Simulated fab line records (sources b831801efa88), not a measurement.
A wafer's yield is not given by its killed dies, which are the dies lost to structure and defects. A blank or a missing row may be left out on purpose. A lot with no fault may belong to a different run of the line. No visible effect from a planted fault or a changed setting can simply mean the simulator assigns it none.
fab line records | flow gf180mcu | part 1 of 2: steps 1 to 27 of 37
[record] lots = 5 | wafers = 15 | lastDay = 34
route steps=602 shown V5@564 TOP_METAL@567 PASSIVATION@587
lots that met no fault: from a run of the same line without faults
startH: hours from the record's opening day to when the first of the lot's shown wafers began | waitH: hours since the lot's step before | " same as the row above | L1.1+2: one row covering several wafers at once | - no value, or no start given | * or withheld: withheld | < > ~ a bound
route shown NAME@n: NAME is a module with steps in the file, n the number in the route of the first one | usual: mean/standard deviation taken from wafers without a fault | same: alike in all rows | chamber/n: place in a boat | sites: each site's reading | _std_site: standard deviation of those values | _edge_site: outer sites' mean less inner sites' | radiusMm: how far each site lies from the wafer's centre | mask NAME#n: copy n | behind: the most recent tool/chamber to have shaped the wafer | hold: what put the lot on hold/how long, in hours/how the hold closed | device: names the non-switching transistor (n, p or np) | end of line: the same wafers' tests at the end of the route | a step given without rows: its recipe and nothing more | killed: dies that structure and defects cost at the first sort, which is not the same as the wafer's yield | map: a wafer's dies, x killed, . not, _ none there
set.NAME: the setting as run; set.NAME@STEP: as run at that earlier step | model.NAME: the simulator's own value behind a step, which no gauge read
lots seen at some steps along the route; tables by step, rows by wafer
services: the hour from which a tool's chamber was out of use, counted from the record's first day as startH (under 0 if before that day), plus the number of hours and why
[[steps]]
[step GF_V5_RS_MEAS_24]
[recipe] thkMeasGauge = four-point-probe | reads = W_of_V5_CVD_23+TiN_of_V5_SPUTTER_22+Ti_of_V5_SPUTTER_21
[usual] V5_W_RS = 0.327/0.0046
lot.wafer | tool         | chamber | startH | waitH | V5_W_RS[ohm/sq]
L075.1    | filmMetro-04 | -       | 627.76 | 0.1   | 0.320
L075.4    | "            | -       | "      | "     | 0.321
L075.5    | "            | -       | "      | "     | 0.330
L083.2    | filmMetro-04 | -       | 691.81 | 0.1   | 0.335
L083.5    | "            | -       | "      | "     | 0.323
L083.6    | "            | -       | "      | "     | 0.331
L090.1    | filmMetro-02 | -       | 753.90 | 0.1   | 0.321
L090.3    | "            | -       | "      | "     | 0.326
L090.6    | "            | -       | "      | "     | 0.322
L095.1    | filmMetro-02 | -       | 775.47 | 0.1   | 0.321
L095.2    | "            | -       | "      | "     | 0.327
L095.6    | "            | -       | "      | "     | 0.319
L096.2    | filmMetro-02 | -       | 777.81 | 0.1   | 0.328
L096.3    | "            | -       | "      | "     | 0.325
L096.6    | "            | -       | "      | "     | 0.320
[step GF_V5_THK_MEAS_25]
[recipe] thkMeasGauge = xrf | reads = W_of_V5_CVD_23
[usual] V5_W_THK = 357/6.5
lot.wafer | tool         | chamber | startH | waitH | V5_W_THK[nm]
L075.1    | filmMetro-04 | -       | 627.88 | 0.1   | 363
L075.4    | "            | -       | "      | "     | 360
L075.5    | "            | -       | "      | "     | 350
L083.2    | filmMetro-04 | -       | 691.92 | 0.1   | 343
L083.5    | "            | -       | "      | "     | 357
L083.6    | "            | -       | "      | "     | 346
L090.1    | filmMetro-02 | -       | 754.02 | 0.1   | 367
L090.3    | "            | -       | "      | "     | 360
L090.6    | "            | -       | "      | "     | 365
L095.1    | filmMetro-02 | -       | 775.59 | 0.1   | 366
L095.2    | "            | -       | "      | "     | 357
L095.6    | "            | -       | "      | "     | 367
L096.2    | filmMetro-02 | -       | 777.92 | 0.1   | 357
L096.3    | "            | -       | "      | "     | 359
L096.6    | "            | -       | "      | "     | 365
[step GF_V5_CMP_26]
[recipe] stopOn = SiO2 | downForcePsi = 3.5 | platenRpm = 60 | tOverpolishS = 15 | targetThkNm = 0 | padVelocityMS = 0.94248
[usual] motorCurrentA = 10.9/1.7 | overpolishRunS = 14.999/0.0085 | timeToEndpointS = 85/3.8
lot.wafer | tool   | chamber | startH | waitH | motorCurrentA | overpolishRunS | timeToEndpointS
L075.4    | cmp-01 | 2       | 627.99 | 0.1   | 11.0          | 14.995         | 86
L075.1    | "      | 3       | "      | "     | 11.6          | 14.993         | 85
L075.5    | "      | 2       | "      | "     | 10.9          | 15.012         | 85
L083.2    | cmp-02 | 0       | 692.02 | 0.1   | 8.6           | 15.002         | 84
L083.5    | "      | 3       | "      | "     | 9.1           | 15.008         | 89
L083.6    | "      | 0       | "      | "     | 8.6           | 15.006         | 88
L090.1    | cmp-02 | 1       | 754.30 | 0.3   | 12.1          | 15.019         | 93
L090.3    | "      | 2       | "      | "     | 12.7          | 14.992         | 87
L090.6    | "      | 0       | "      | "     | 8.3           | 15.004         | 94
L095.2    | cmp-02 | 2       | 775.70 | 0.1   | 12.3          | 14.992         | 82
L095.1    | "      | 0       | "      | "     | 9.0           | 14.998         | 86
L095.6    | "      | 2       | "      | "     | 11.8          | 14.995         | 84
L096.2    | cmp-02 | 1       | 777.97 | 0.0   | 12.4          | 14.990         | 87
L096.3    | "      | 3       | "      | "     | 9.9           | 14.993         | 89
L096.6    | "      | 1       | "      | "     | 12.6          | 14.999         | 92
[step GF_TOP_METAL_SPUTTER_00]
[recipe] material = Ti | targetThkNm = 37.5 | arrivingIonEnergyEv = 80 | substrateTempC = 200 | chamberPressurePa = 2 | powerW = 4000 | timeS = 150
[usual] throttleValvePct = 30.3/1.3
lot.wafer | tool          | chamber | startH | waitH | throttleValvePct
L075.1    | pvdSputter-03 | -       | 628.24 | 0.1   | 28.2
L075.4    | "             | -       | "      | "     | 30.4
L075.5    | "             | -       | "      | "     | 32.4
L083.2    | pvdSputter-01 | -       | 692.27 | 0.2   | 32.9
L083.5    | "             | -       | "      | "     | 30.7
L083.6    | "             | -       | "      | "     | 30.3
L090.1    | pvdSputter-04 | -       | 754.50 | 0.1   | 29.3
L090.3    | "             | -       | "      | "     | 28.7
L090.6    | "             | -       | "      | "     | 28.2
L095.1    | pvdSputter-04 | -       | 775.95 | 0.1   | 29.8
L095.2    | "             | -       | "      | "     | 30.6
L095.6    | "             | -       | "      | "     | 29.5
L096.2    | pvdSputter-03 | -       | 778.27 | 0.2   | 32.5
L096.3    | "             | -       | "      | "     | 28.4
L096.6    | "             | -       | "      | "     | 30.8
[step GF_TOP_METAL_SPUTTER_01]
[recipe] material = TiN | targetThkNm = 30 | powerW = 6500 | timeS = 25 | chamberPressurePa = 0.4
[usual] throttleValvePct = 30.3/1.3
lot.wafer | tool          | chamber | startH | waitH | throttleValvePct
L075.1    | pvdSputter-03 | -       | 628.34 | 0.1   | 28.0
L075.4    | "             | -       | "      | "     | 30.4
L075.5    | "             | -       | "      | "     | 32.2
L083.2    | pvdSputter-01 | -       | 692.37 | 0.1   | 32.8
L083.5    | "             | -       | "      | "     | 30.7
L083.6    | "             | -       | "      | "     | 30.7
L090.1    | pvdSputter-04 | -       | 754.60 | 0.1   | 29.2
L090.3    | "             | -       | "      | "     | 28.6
L090.6    | "             | -       | "      | "     | 28.7
L095.1    | pvdSputter-04 | -       | 776.05 | 0.1   | 29.6
L095.2    | "             | -       | "      | "     | 30.7
L095.6    | "             | -       | "      | "     | 29.4
L096.2    | pvdSputter-03 | -       | 778.37 | 0.1   | 32.3
L096.3    | "             | -       | "      | "     | 28.1
L096.6    | "             | -       | "      | "     | 30.7
[step GF_TOP_METAL_SPUTTER_02]
[recipe] material = AlCu | targetThkNm = 900 | powerW = 10600 | chamberPressurePa = 0.3 | substrateTempC = 250 | gas = Ar | timeS = 47.82
[usual] throttleValvePct = 30.3/1.3
lot.wafer | tool          | chamber | startH | waitH | throttleValvePct
L075.1    | pvdSputter-03 | -       | 628.37 | 0.0   | 28.2
L075.4    | "             | -       | "      | "     | 30.4
L075.5    | "             | -       | "      | "     | 32.4
L083.2    | pvdSputter-01 | -       | 692.40 | 0.0   | 32.6
L083.5    | "             | -       | "      | "     | 30.9
L083.6    | "             | -       | "      | "     | 30.4
L090.1    | pvdSputter-04 | -       | 754.63 | 0.0   | 29.5
L090.3    | "             | -       | "      | "     | 28.4
L090.6    | "             | -       | "      | "     | 28.3
L095.1    | pvdSputter-04 | -       | 776.08 | 0.0   | 29.3
L095.2    | "             | -       | "      | "     | 30.6
L095.6    | "             | -       | "      | "     | 29.2
L096.2    | pvdSputter-03 | -       | 778.40 | 0.0   | 32.2
L096.3    | "             | -       | "      | "     | 28.3
L096.6    | "             | -       | "      | "     | 30.6
[step GF_TOP_METAL_SPUTTER_03]
[recipe] material = Ti | targetThkNm = 5 | substrateTempC = 300 | chamberPressurePa = 0.3 | powerW = 3000 | timeS = 3.3
[usual] throttleValvePct = 30.3/1.3
lot.wafer | tool          | chamber | startH | waitH | throttleValvePct
L075.1    | pvdSputter-03 | -       | 628.41 | 0.0   | 28.1
L075.4    | "             | -       | "      | "     | 30.5
L075.5    | "             | -       | "      | "     | 32.1
L083.2    | pvdSputter-01 | -       | 692.44 | 0.0   | 32.6
L083.5    | "             | -       | "      | "     | 30.8
L083.6    | "             | -       | "      | "     | 30.3
L090.1    | pvdSputter-04 | -       | 754.68 | 0.0   | 29.4
L090.3    | "             | -       | "      | "     | 28.6
L090.6    | "             | -       | "      | "     | 28.7
L095.1    | pvdSputter-04 | -       | 776.12 | 0.0   | 29.6
L095.2    | "             | -       | "      | "     | 30.7
L095.6    | "             | -       | "      | "     | 29.4
L096.2    | pvdSputter-03 | -       | 778.45 | 0.0   | 32.2
L096.3    | "             | -       | "      | "     | 28.2
L096.6    | "             | -       | "      | "     | 30.6
[step GF_TOP_METAL_SPUTTER_04]
[recipe] material = TiN | targetThkNm = 25 | powerW = 6500 | timeS = 20.8 | chamberPressurePa = 0.4
[usual] throttleValvePct = 30.3/1.3
lot.wafer | tool          | chamber | startH | waitH | throttleValvePct
L075.1    | pvdSputter-03 | -       | 628.43 | 0.0   | 28.2
L075.4    | "             | -       | "      | "     | 30.6
L075.5    | "             | -       | "      | "     | 32.2
L083.2    | pvdSputter-01 | -       | 692.46 | 0.0   | 32.6
L083.5    | "             | -       | "      | "     | 31.0
L083.6    | "             | -       | "      | "     | 30.4
L090.1    | pvdSputter-04 | -       | 754.70 | 0.0   | 29.5
L090.3    | "             | -       | "      | "     | 28.6
L090.6    | "             | -       | "      | "     | 28.6
L095.1    | pvdSputter-04 | -       | 776.14 | 0.0   | 29.4
L095.2    | "             | -       | "      | "     | 30.7
L095.6    | "             | -       | "      | "     | 29.2
L096.2    | pvdSputter-03 | -       | 778.47 | 0.0   | 32.3
L096.3    | "             | -       | "      | "     | 28.3
L096.6    | "             | -       | "      | "     | 30.3
[step GF_TOP_METAL_RS_MEAS_05]
[recipe] thkMeasGauge = four-point-probe | reads = TiN_of_TOP_METAL_SPUTTER_04+Ti_of_TOP_METAL_SPUTTER_03+AlCu_of_TOP_METAL_SPUTTER_02+TiN_of_TOP_METAL_SPUTTER_01+Ti_of_TOP_METAL_SPUTTER_00
[usual] TOP_METAL_ALCU_RS = 0.0329/0.00035
lot.wafer | tool         | chamber | startH | waitH | TOP_METAL_ALCU_RS[ohm/sq]
L075.1    | filmMetro-03 | -       | 628.46 | 0.0   | 0.0325
L075.4    | "            | -       | "      | "     | 0.0329
L075.5    | "            | -       | "      | "     | 0.0329
L083.2    | filmMetro-02 | -       | 692.51 | 0.0   | 0.0327
L083.5    | "            | -       | "      | "     | 0.0328
L083.6    | "            | -       | "      | "     | 0.0326
L090.1    | filmMetro-03 | -       | 754.72 | 0.0   | 0.0335
L090.3    | "            | -       | "      | "     | 0.0338
L090.6    | "            | -       | "      | "     | 0.0334
L095.1    | filmMetro-04 | -       | 776.17 | 0.0   | 0.0329
L095.2    | "            | -       | "      | "     | 0.0329
L095.6    | "            | -       | "      | "     | 0.0328
L096.2    | filmMetro-03 | -       | 778.51 | 0.0   | 0.0334
L096.3    | "            | -       | "      | "     | 0.0328
L096.6    | "            | -       | "      | "     | 0.0328
[step GF_TOP_METAL_THK_MEAS_06]
[recipe] thkMeasGauge = xrf | reads = AlCu_of_TOP_METAL_SPUTTER_02
[usual] TOP_METAL_ALCU_THK = 885/10
lot.wafer | tool         | chamber | startH | waitH | TOP_METAL_ALCU_THK[nm]
L075.1    | filmMetro-03 | -       | 628.58 | 0.1   | 899
L075.4    | "            | -       | "      | "     | 886
L075.5    | "            | -       | "      | "     | 886
L083.2    | filmMetro-02 | -       | 692.62 | 0.1   | 891
L083.5    | "            | -       | "      | "     | 894
L083.6    | "            | -       | "      | "     | 893
L090.1    | filmMetro-03 | -       | 754.84 | 0.1   | 869
L090.3    | "            | -       | "      | "     | 866
L090.6    | "            | -       | "      | "     | 877
L095.1    | filmMetro-04 | -       | 776.29 | 0.1   | 878
L095.2    | "            | -       | "      | "     | 877
L095.6    | "            | -       | "      | "     | 883
L096.2    | filmMetro-03 | -       | 778.62 | 0.1   | 876
L096.3    | "            | -       | "      | "     | 894
L096.6    | "            | -       | "      | "     | 895
[step GF_TOP_METAL_DEHYDRATE_07]
[recipe] tempC = 200 | timeS = 60
lot.wafer  | tool          | chamber | startH | waitH
L075.1+4+5 | lithoTrack-04 | 0       | 638.19 | 9.6
L083.2+5+6 | lithoTrack-01 | 0       | 700.84 | 8.2
L090.1+3+6 | lithoTrack-04 | 0       | 762.04 | 7.2
L095.1+2+6 | lithoTrack-01 | 0       | 784.07 | 7.8
L096.2+3+6 | lithoTrack-03 | 0       | 786.52 | 7.9
[step GF_TOP_METAL_HMDS_08]
[recipe] primeTimeS = 60 | primeTempC = 120
lot.wafer  | tool          | chamber | startH | waitH
L075.1+4+5 | lithoTrack-04 | 0       | 638.34 | 0.1
L083.2+5+6 | lithoTrack-01 | 0       | 700.99 | 0.1
L090.1+3+6 | lithoTrack-04 | 0       | 762.19 | 0.1
L095.1+2+6 | lithoTrack-01 | 0       | 784.22 | 0.1
L096.2+3+6 | lithoTrack-03 | 0       | 786.67 | 0.1
[step GF_TOP_METAL_COAT_09]
[recipe] resist = NOVOLAK | spinRpm = 3000 | resistThkNm = 1500
[usual] dispensePressureKPa = 50/3.5
lot.wafer | tool          | chamber | startH | waitH | dispensePressureKPa
L075.1    | lithoTrack-04 | 0       | 638.49 | 0.1   | 55
L075.4    | "             | 0       | "      | "     | 55
L075.5    | "             | 0       | "      | "     | 55
L083.2    | lithoTrack-01 | 0       | 701.14 | 0.1   | 49
L083.5    | "             | 0       | "      | "     | 49
L083.6    | "             | 0       | "      | "     | 49
L090.1    | lithoTrack-04 | 0       | 762.34 | 0.1   | 55
L090.3    | "             | 0       | "      | "     | 55
L090.6    | "             | 0       | "      | "     | 55
L095.1    | lithoTrack-01 | 0       | 784.37 | 0.1   | 49
L095.2    | "             | 0       | "      | "     | 49
L095.6    | "             | 0       | "      | "     | 49
L096.2    | lithoTrack-03 | 0       | 786.82 | 0.1   | 46
L096.3    | "             | 0       | "      | "     | 46
L096.6    | "             | 0       | "      | "     | 46
[step GF_TOP_METAL_SOFTBAKE_10]
[recipe] tempC = 90 | timeS = 60 | resist = NOVOLAK
lot.wafer  | tool          | chamber | startH | waitH
L075.1+4+5 | lithoTrack-04 | 0       | 638.64 | 0.1
L083.2+5+6 | lithoTrack-01 | 0       | 701.29 | 0.1
L090.1+3+6 | lithoTrack-04 | 0       | 762.49 | 0.1
L095.1+2+6 | lithoTrack-01 | 0       | 784.52 | 0.1
L096.2+3+6 | lithoTrack-03 | 0       | 786.97 | 0.1
[step GF_TOP_METAL_EXPOSE_11]
[recipe] maskId = MetalTop | targetCdNm = 440 | na = 0.6 | sourceShape = conventional | sigmaOuter = 0.6 | doseMj = 170
[usual] exposureDoseMJCm2 = 169.80/0.19
[same] sigmaOuter = 0.6
lot.wafer | tool            | chamber | startH | waitH | mask       | exposureDoseMJCm2
L075.1    | ilineStepper-01 | 0       | -      | -     | MetalTop#0 | 169.80
L075.4    | "               | 0       | "      | "     | MetalTop#0 | 169.92
L075.5    | "               | 0       | "      | "     | MetalTop#0 | 169.90
L083.2    | ilineStepper-01 | 0       | -      | -     | MetalTop#0 | 169.80
L083.5    | "               | 0       | "      | "     | MetalTop#0 | 169.98
L083.6    | "               | 0       | "      | "     | MetalTop#0 | 170.05
L090.1    | ilineStepper-02 | 0       | -      | -     | MetalTop#0 | 169.83
L090.3    | "               | 0       | "      | "     | MetalTop#0 | 169.92
L090.6    | "               | 0       | "      | "     | MetalTop#0 | 170.07
L095.1    | ilineStepper-01 | 0       | -      | -     | MetalTop#0 | 170.15
L095.2    | "               | 0       | "      | "     | MetalTop#0 | 169.78
L095.6    | "               | 0       | "      | "     | MetalTop#0 | 170.12
L096.2    | ilineStepper-01 | 0       | -      | -     | MetalTop#0 | 169.31
L096.3    | "               | 0       | "      | "     | MetalTop#0 | 169.56
L096.6    | "               | 0       | "      | "     | MetalTop#0 | 169.52
[step GF_TOP_METAL_PEB_12]
[recipe] tempC = withheld | timeS = * | resist = NOVOLAK
lot.wafer  | tool          | chamber | startH | waitH
L075.1+4+5 | lithoTrack-04 | 0       | -      | -
L083.2+5+6 | lithoTrack-01 | 0       | -      | -
L090.1+3+6 | lithoTrack-03 | 0       | -      | -
L095.1+2+6 | lithoTrack-01 | 0       | -      | -
L096.2+3+6 | lithoTrack-03 | 0       | -      | -
[step GF_TOP_METAL_DEVELOP_13]
[recipe] developTimeS = 60 | devTempC = 23
lot.wafer  | tool          | chamber | startH | waitH
L075.1+4+5 | lithoTrack-04 | 0       | 648.34 | 0.1
L083.2+5+6 | lithoTrack-01 | 0       | 709.94 | 0.1
L090.1+3+6 | lithoTrack-03 | 0       | 770.49 | 0.1
L095.1+2+6 | lithoTrack-01 | 0       | 791.92 | 0.1
L096.2+3+6 | lithoTrack-03 | 0       | 794.07 | 0.1
[step GF_TOP_METAL_CD_MEAS_14]
[recipe] targetCdNm = 440
[usual] cdNm = 440.3/2.4
lot.wafer | tool     | chamber | startH | waitH | cdNm
L075.1    | cdSem-01 | -       | 648.49 | 0.1   | 440.1
L075.4    | "        | -       | "      | "     | 436.5
L075.5    | "        | -       | "      | "     | 440.1
L083.2    | cdSem-01 | -       | 710.09 | 0.1   | 437.5
L083.5    | "        | -       | "      | "     | 440.0
L083.6    | "        | -       | "      | "     | 438.8
L090.1    | cdSem-01 | -       | 770.64 | 0.1   | 445.9
L090.3    | "        | -       | "      | "     | 445.6
L090.6    | "        | -       | "      | "     | 444.8
L095.1    | cdSem-01 | -       | 792.07 | 0.1   | 437.3
L095.2    | "        | -       | "      | "     | 436.1
L095.6    | "        | -       | "      | "     | 435.8
L096.2    | cdSem-01 | -       | 794.21 | 0.1   | 442.3
L096.3    | "        | -       | "      | "     | 442.0
L096.6    | "        | -       | "      | "     | 440.5
[step GF_TOP_METAL_OVL_MEAS_15]
[usual] TOP_METAL_OVL = 0.5/1.2
lot.wafer | tool       | chamber | startH | waitH | TOP_METAL_OVL[nm]
L075.1    | overlay-02 | -       | 648.61 | 0.1   | 1.6
L075.4    | "          | -       | "      | "     | -0.5
L075.5    | "          | -       | "      | "     | 0.8
L083.2    | overlay-01 | -       | 710.19 | 0.1   | -0.4
L083.5    | "          | -       | "      | "     | -0.2
L083.6    | "          | -       | "      | "     | 0.1
L090.1    | overlay-02 | -       | 770.76 | 0.1   | 0.6
L090.3    | "          | -       | "      | "     | 0.1
L090.6    | "          | -       | "      | "     | -1.4
L095.1    | overlay-01 | -       | 792.19 | 0.1   | 2.4
L095.2    | "          | -       | "      | "     | -0.5
L095.6    | "          | -       | "      | "     | 2.8
L096.2    | overlay-01 | -       | 794.32 | 0.1   | -1.8
L096.3    | "          | -       | "      | "     | 0.3
L096.6    | "          | -       | "      | "     | 1.8
[step GF_TOP_METAL_METAL_ETCH_16]
[recipe] chemistry = Cl2/BCl3 | maskMaterial = NOVOLAK | targetDepthNm = 1077.5 | stopOn = SiO2 | pressureMtorr = 8 | icpW = 800 | biasW = 140 | Cl2_flow_sccm = 80 | bcl3FlowSccm = 40 | timeS = 179.6
[usual] drypumpMotorCurrentA = 5.53/0.29 | oesProductAu = 0.962/0.0065 | rfFwdPowerW = 796.4/2.6 | throttleValvePct = 28.260/0.012
lot.wafer | tool        | chamber | startH | waitH | drypumpMotorCurrentA | oesProductAu | rfFwdPowerW | rfHoursCounterH | throttleValvePct
L075.1    | rieMetal-04 | 1       | 648.65 | 0.0   | 5.20                 | 0.968        | 798.1       | 2               | 28.246
L075.4    | "           | 0       | "      | "     | 5.48                 | 0.969        | 796.7       | -               | 28.251
L075.5    | "           | 1       | "      | "     | 5.19                 | 0.971        | 797.1       | -               | 28.273
L083.2    | rieMetal-04 | 0       | 710.22 | 0.0   | 5.60                 | 0.970        | 795.6       | 9               | 28.262
L083.5    | "           | 1       | "      | "     | 5.20                 | 0.960        | 796.4       | -               | 28.257
L083.6    | "           | 0       | "      | "     | 5.56                 | 0.971        | 795.5       | -               | 28.256
L090.1    | rieMetal-02 | 1       | 770.80 | 0.0   | 5.84                 | 0.953        | 797.3       | 8               | 28.268
L090.3    | "           | 1       | "      | "     | 5.86                 | 0.941        | 796.3       | -               | 28.262
L090.6    | "           | 1       | "      | "     | 5.86                 | 0.953        | 796.7       | -               | 28.272
L095.1    | rieMetal-01 | 1       | 792.22 | 0.0   | 5.64                 | 0.955        | 796.1       | 9               | 28.264
L095.2    | "           | 0       | "      | "     | 5.19                 | 0.969        | 801.0       | 12              | 28.276
L095.6    | "           | 1       | "      | "     | 5.62                 | 0.966        | 793.3       | -               | 28.253
L096.2    | rieMetal-01 | 0       | 794.35 | 0.0   | 5.20                 | 0.954        | 793.6       | 12              | 28.272
L096.3    | "           | 1       | "      | "     | 5.63                 | 0.963        | 797.9       | -               | 28.241
L096.6    | "           | 1       | "      | "     | 5.65                 | 0.967        | 793.8       | -               | 28.270
[step GF_TOP_METAL_STRIP_17]
[recipe] chemistry = O2/N2 | powerW = 1400 | pressureMtorr = 1500 | platenTempC = 250 | o2FlowSccm = 3000 | n2FlowSccm = 300 | overashFraction = 0.5
[usual] drypumpMotorCurrentA = 5.5/0.45 | heaterPowerW = 326/34 | oesProductAu = 0.710/0.0047 | stripTimeToEndpointS = 13.45/0.082
lot.wafer | tool           | chamber | startH | waitH | drypumpMotorCurrentA | heaterPowerW | oesProductAu | rfHoursCounterH | stripTimeToEndpointS
L075.1    | plasmaAsher-02 | 0       | 648.82 | 0.1   | 5.3                  | 310          | 0.708        | 54              | 13.45
L075.4    | "              | 1       | "      | "     | 4.9                  | 336          | 0.708        | -               | 13.36
L075.5    | "              | 0       | "      | "     | 5.3                  | 323          | 0.711        | -               | 13.47
L083.2    | plasmaAsher-02 | 1       | 710.40 | 0.1   | 5.0                  | 325          | 0.710        | 61              | 13.40
L083.5    | "              | 1       | "      | "     | 5.0                  | 333          | 0.713        | -               | 13.53
L083.6    | "              | 0       | "      | "     | 5.3                  | 307          | 0.708        | -               | 13.43
L090.1    | plasmaAsher-01 | 1       | 770.97 | 0.1   | 5.6                  | 399          | 0.704        | 2               | 13.49
L090.3    | "              | 1       | "      | "     | 5.6                  | 396          | 0.711        | -               | 13.52
L090.6    | "              | 0       | "      | "     | 6.3                  | 297          | 0.707        | -               | 13.50
L095.1    | plasmaAsher-02 | 1       | 792.40 | 0.1   | 5.0                  | 328          | 0.707        | 70              | 13.55
L095.2    | "              | 0       | "      | "     | 5.3                  | 313          | 0.704        | 70              | 13.58
L095.6    | "              | 1       | "      | "     | 5.0                  | 331          | 0.720        | -               | 13.53
L096.2    | plasmaAsher-04 | 0       | 794.52 | 0.1   | 5.9                  | 277          | 0.712        | 108             | 13.48
L096.3    | "              | 1       | "      | "     | 5.1                  | 324          | 0.715        | -               | 13.51
L096.6    | "              | 0       | "      | "     | 5.9                  | 277          | 0.712        | -               | 13.53
[step GF_TOP_METAL_STRIP_18]
[recipe] chemistry = postEtchResidueRemover | timeS = 1200 | tempC = 72.5
lot.wafer  | tool        | chamber | startH | waitH
L075.1+4+5 | wetBench-01 | 2       | 648.92 | 0.1
L083.2+5+6 | wetBench-02 | 2       | 710.50 | 0.1
L090.1+3+6 | wetBench-03 | 3       | 771.07 | 0.1
L095.1+2+6 | wetBench-03 | 1       | 792.50 | 0.1
L096.2+3+6 | wetBench-01 | 2       | 794.62 | 0.1
[step GF_TOP_METAL_CLEAN_19]
[recipe] chemistry = DIW | dry = n2Spin
lot.wafer  | tool        | chamber | startH | waitH
L075.1+4+5 | wetBench-02 | 3       | 649.29 | 0.0
L083.2+5+6 | wetBench-03 | 0       | 710.84 | 0.0
L090.1+3+6 | wetBench-01 | 1       | 771.45 | 0.0
L095.1+2+6 | wetBench-03 | 2       | 792.84 | 0.0
L096.2+3+6 | wetBench-02 | 3       | 795.00 | 0.0
[step GF_PASSIVATION_CVD_00]
[recipe] material = SiO2 | targetThkNm = 1000 | precursor = TEOS | tempC = 400 | timeS = 111.95 | rfW = 600
[usual] heaterPowerW = 663/81 | rfFwdPowerW = 596.2/2
lot.wafer | tool     | chamber | startH | waitH | heaterPowerW | rfFwdPowerW
L075.1    | pecvd-04 | 0       | 649.39 | 0.0   | 675          | 595.0
L075.4    | "        | 0       | "      | "     | 726          | 595.0
L075.5    | "        | 1       | "      | "     | 510          | 595.6
L083.2    | pecvd-01 | 0       | 710.93 | 0.0   | 656          | 600.1
L083.5    | "        | 1       | "      | "     | 685          | 594.5
L083.6    | "        | 0       | "      | "     | 735          | 596.3
L090.1    | pecvd-01 | 1       | 771.54 | 0.0   | 620          | 596.2
L090.3    | "        | 2       | "      | "     | 547          | 593.6
L090.6    | "        | 0       | "      | "     | 784          | 596.2
L095.1    | pecvd-03 | 2       | 792.93 | 0.0   | 656          | 595.0
L095.2    | "        | 1       | "      | "     | 803          | 598.6
L095.6    | "        | 2       | "      | "     | 525          | 594.8
L096.2    | pecvd-04 | 2       | 795.09 | 0.0   | 564          | 592.9
L096.3    | "        | 1       | "      | "     | 625          | 595.7
L096.6    | "        | 2       | "      | "     | 625          | 595.0
[step GF_PASSIVATION_THK_MEAS_01]
[recipe] reads = SiO2_of_PASSIVATION_CVD_00
[usual] PASSIVATION_CVD_00_THK = 996/12
lot.wafer | tool         | chamber | startH | waitH | PASSIVATION_CVD_00_THK[nm]
L075.1    | filmMetro-01 | -       | 649.47 | 0.0   | 1004
L075.4    | "            | -       | "      | "     | 1005
L075.5    | "            | -       | "      | "     | 992
L083.2    | filmMetro-01 | -       | 711.02 | 0.0   | 980
L083.5    | "            | -       | "      | "     | 1007
L083.6    | "            | -       | "      | "     | 996
L090.1    | filmMetro-03 | -       | 771.62 | 0.0   | 987
L090.3    | "            | -       | "      | "     | 987
L090.6    | "            | -       | "      | "     | 993
L095.1    | filmMetro-03 | -       | 793.01 | 0.0   | 973
L095.2    | "            | -       | "      | "     | 985
L095.6    | "            | -       | "      | "     | 997
L096.2    | filmMetro-04 | -       | 795.18 | 0.0   | 1001
L096.3    | "            | -       | "      | "     | 999
L096.6    | "            | -       | "      | "     | 1015
[step GF_PASSIVATION_CVD_02]
[recipe] material = Si3N4 | targetThkNm = 700 | timeS = 486.18 | tempC = 400 | rfW = 450
[usual] heaterPowerW = 722/81 | rfFwdPowerW = 449.3/1.7
lot.wafer | tool     | chamber | startH | waitH | heaterPowerW | rfFwdPowerW
L075.1    | pecvd-03 | 2       | 649.53 | 0.1   | 700          | 449.0
L075.4    | "        | 0       | "      | "     | 783          | 449.1
L075.5    | "        | 1       | "      | "     | 797          | 447.9
L083.2    | pecvd-04 | 1       | 711.07 | 0.0   | 626          | 451.3
L083.5    | "        | 0       | "      | "     | 808          | 448.9
L083.6    | "        | 2       | "      | "     | 732          | 451.2
L090.1    | pecvd-04 | 1       | 771.68 | 0.1   | 605          | 450.4
L090.3    | "        | 0       | "      | "     | 794          | 448.0
L090.6    | "        | 0       | "      | "     | 669          | 447.6
L095.1    | pecvd-04 | 2       | 793.07 | 0.1   | 697          | 451.6
L095.2    | "        | 0       | "      | "     | 793          | 450.9
L095.6    | "        | 1       | "      | "     | 691          | 449.5
L096.2    | pecvd-03 | 1       | 795.23 | 0.0   | 835          | 452.1
L096.3    | "        | 0       | "      | "     | 819          | 450.6
L096.6    | "        | 2       | "      | "     | 711          | 450.4
[step GF_PASSIVATION_THK_MEAS_03]
[recipe] reads = Si3N4_of_PASSIVATION_CVD_02
[usual] PASSIVATION_CVD_02_THK = 696/7.7
lot.wafer | tool         | chamber | startH | waitH | PASSIVATION_CVD_02_THK[nm]
L075.1    | filmMetro-04 | -       | 649.82 | 0.1   | 693
L075.4    | "            | -       | "      | "     | 703
L075.5    | "            | -       | "      | "     | 709
L083.2    | filmMetro-01 | -       | 711.37 | 0.2   | 684
L083.5    | "            | -       | "      | "     | 688
L083.6    | "            | -       | "      | "     | 699
L090.1    | filmMetro-03 | -       | 771.96 | 0.1   | 703
L090.3    | "            | -       | "      | "     | 696
L090.6    | "            | -       | "      | "     | 711
L095.1    | filmMetro-03 | -       | 793.36 | 0.1   | 685
L095.2    | "            | -       | "      | "     | 687
L095.6    | "            | -       | "      | "     | 697
L096.2    | filmMetro-04 | -       | 795.52 | 0.2   | 697
L096.3    | "            | -       | "      | "     | 696
L096.6    | "            | -       | "      | "     | 704
